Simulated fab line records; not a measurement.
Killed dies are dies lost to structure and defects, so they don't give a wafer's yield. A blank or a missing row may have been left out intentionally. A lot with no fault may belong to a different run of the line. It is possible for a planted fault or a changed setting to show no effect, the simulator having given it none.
Check for tools in common :: flow gf180mcu :: 36 wafers sampled across 12 lots

## THE REASON FOR OPENING IT
On 1 of the 12 lots, a flag is raised at GF_POLY_GATE_CD_MEAS_10 on the reading cd-nm. Fault-free wafers read 279.7 nm, with a standard deviation of 1.2.
Rule: a lot is flagged in two cases, either no wafer of it has a number, or all its wafers with numbers fall more than 4 standard deviations from that mean. All remaining lots are regarded as sound.

lot: L585
measured: day 9 09:19
on: cd-sem-01
cd-nm (nm), wafer by wafer: 280.2 280.3 279.3
flag: 

lot: L586
measured: day 9 13:05
on: cd-sem-02
cd-nm (nm), wafer by wafer: 278.5 279.5 279.1
flag: 

lot: L587
measured: day 9 17:58
on: cd-sem-01
cd-nm (nm), wafer by wafer: 278.3 279.3 278.1
flag: 

lot: L588
measured: day 10 03:32
on: cd-sem-02
cd-nm (nm), wafer by wafer: 278.6 276.7 278.1
flag: 

lot: L589
measured: day 10 09:55
on: cd-sem-02
cd-nm (nm), wafer by wafer: 279.1 278.7 279.5
flag: 

lot: L590
measured: day 10 17:22
on: cd-sem-02
cd-nm (nm), wafer by wafer: 279.8 279.4 278.7
flag: 

lot: L591
measured: day 11 00:31
on: cd-sem-01
cd-nm (nm), wafer by wafer: 279.5 277.4 279.3
flag: 

lot: L594
measured: day 11 18:04
on: cd-sem-01
cd-nm (nm), wafer by wafer: 280.2 278.4 279.8
flag: 

lot: L598
measured: day 13 07:37
on: cd-sem-02
cd-nm (nm), wafer by wafer: 280.1 281.0 280.7
flag: 

lot: L601
measured: day 13 20:38
on: cd-sem-01
cd-nm (nm), wafer by wafer: 223.9 240.7 264.6
flag: FLAGGED

lot: L604
measured: day 14 20:36
on: cd-sem-01
cd-nm (nm), wafer by wafer: 278.4 278.2 278.4
flag: 

lot: L605
measured: day 15 06:22
on: cd-sem-02
cd-nm (nm), wafer by wafer: 281.4 280.9 280.8
flag: 
The mean of the flagged lots' numbers is 243.1 nm, -36.6 nm from the usual (-31 standard deviations).

## WHICH TOOL EACH LOT WENT THROUGH
The record holds 2 process steps before the reading, out of a route of 602 steps. In each cell: the tool, then ch and the chambers that the sampled wafers went through, then the start.
lot: L585
flag: 
GF_STI_ETCH_14: rie-si-02 ch 0,2,3, day 2 03:22
GF_POLY_GATE_EXPOSE_07: krf-scanner-02 ch 0, day 9 01:08

lot: L586
flag: 
GF_STI_ETCH_14: rie-si-01 ch 0,3, day 2 08:04
GF_POLY_GATE_EXPOSE_07: krf-scanner-02 ch 0, day 9 04:32

lot: L587
flag: 
GF_STI_ETCH_14: rie-si-01 ch 0,1,3, day 2 11:16
GF_POLY_GATE_EXPOSE_07: krf-scanner-02 ch 0, day 9 09:37

lot: L588
flag: 
GF_STI_ETCH_14: rie-si-01 ch 0,1, day 2 16:43
GF_POLY_GATE_EXPOSE_07: krf-scanner-01 ch 0, day 9 18:49

lot: L589
flag: 
GF_STI_ETCH_14: rie-si-01 ch 0,3, day 2 22:52
GF_POLY_GATE_EXPOSE_07: krf-scanner-01 ch 0, day 10 01:37

lot: L590
flag: 
GF_STI_ETCH_14: rie-si-02 ch 0,2, day 3 03:55
GF_POLY_GATE_EXPOSE_07: krf-scanner-01 ch 0, day 10 08:16

lot: L591
flag: 
GF_STI_ETCH_14: rie-si-02 ch 0,2, day 3 08:43
GF_POLY_GATE_EXPOSE_07: krf-scanner-01 ch 0, day 10 15:43

lot: L594
flag: 
GF_STI_ETCH_14: rie-si-02 ch 1,2,3, day 4 01:55
GF_POLY_GATE_EXPOSE_07: krf-scanner-02 ch 0, day 11 09:27

lot: L598
flag: 
GF_STI_ETCH_14: rie-si-02 ch 0,1,2, day 4 21:25
GF_POLY_GATE_EXPOSE_07: krf-scanner-01 ch 0, day 12 22:23

lot: L601
flag: FLAGGED
GF_STI_ETCH_14: rie-si-01 ch 0,3, day 5 13:16
GF_POLY_GATE_EXPOSE_07: krf-scanner-02 ch 0, day 13 10:57

lot: L604
flag: 
GF_STI_ETCH_14: rie-si-02 ch 0,3, day 6 03:01
GF_POLY_GATE_EXPOSE_07: krf-scanner-01 ch 0, day 14 10:02

lot: L605
flag: 
GF_STI_ETCH_14: rie-si-02 ch 0,2,3, day 6 09:10
GF_POLY_GATE_EXPOSE_07: krf-scanner-01 ch 0, day 14 19:54
These steps, and what they do:
- GF_STI_ETCH_14: etches Si in HBr/Cl2/O2, target depth 360 nm, time 102.9 s.
- GF_POLY_GATE_EXPOSE_07: exposes mask Poly2, target cd 280 nm.
- GF_POLY_GATE_CD_MEAS_10: target cd 280 nm.

## FLAGGED AGAINST TOTAL, ONE TOOL AT A TIME (gauges that did the reading follow at the end)
step: GF_STI_ETCH_14
tool: rie-si-01
lots run: 5
flagged: 1
share of the flagged lots: all
sound lots run after its first flagged lot: 0

step: GF_STI_ETCH_14
tool: rie-si-02
lots run: 7
flagged: 0
share of the flagged lots: none
sound lots run after its first flagged lot: -

step: GF_POLY_GATE_EXPOSE_07
tool: krf-scanner-01
lots run: 7
flagged: 0
share of the flagged lots: none
sound lots run after its first flagged lot: -

step: GF_POLY_GATE_EXPOSE_07
tool: krf-scanner-02
lots run: 5
flagged: 1
share of the flagged lots: all
sound lots run after its first flagged lot: 0

step: GF_POLY_GATE_CD_MEAS_10
tool: cd-sem-01
lots run: 6
flagged: 1
share of the flagged lots: all
sound lots run after its first flagged lot: 1 (L604)

step: GF_POLY_GATE_CD_MEAS_10
tool: cd-sem-02
lots run: 6
flagged: 0
share of the flagged lots: none
sound lots run after its first flagged lot: -

## WHAT THE TABLE ALLOWS
3 rows of the table ran every flagged lot: rie-si-01 at GF_STI_ETCH_14, krf-scanner-02 at GF_POLY_GATE_EXPOSE_07, cd-sem-01 at GF_POLY_GATE_CD_MEAS_10.
- rie-si-01 at GF_STI_ETCH_14 ran 5 lots, 1 of them flagged. A fault beginning between L589 (day 2 22:52), its last sound lot, and L601 (day 5 13:16), its first flagged one, fits the data.
- krf-scanner-02 at GF_POLY_GATE_EXPOSE_07 ran 5 lots, 1 of them flagged. A fault beginning between L594 (day 11 09:27), its last sound lot, and L601 (day 13 10:57), its first flagged one, fits the data. Its own readings (exposure-dose-mJ-cm2) fall more than 4 standard deviations out on all wafers of the flagged lots.
- cd-sem-01 at GF_POLY_GATE_CD_MEAS_10 ran 6 lots, 1 of them flagged. Sound lots followed the first flagged one (L604) on it, something a lasting fault affecting the whole tool could not allow.
Because each of these 2 tools fits a fault that began at some hour, counting lots does not separate them. More lots, or a look at what each step does to the wafer, might.

## WHAT HAD BEEN PUT IN BY THE SIMULATOR
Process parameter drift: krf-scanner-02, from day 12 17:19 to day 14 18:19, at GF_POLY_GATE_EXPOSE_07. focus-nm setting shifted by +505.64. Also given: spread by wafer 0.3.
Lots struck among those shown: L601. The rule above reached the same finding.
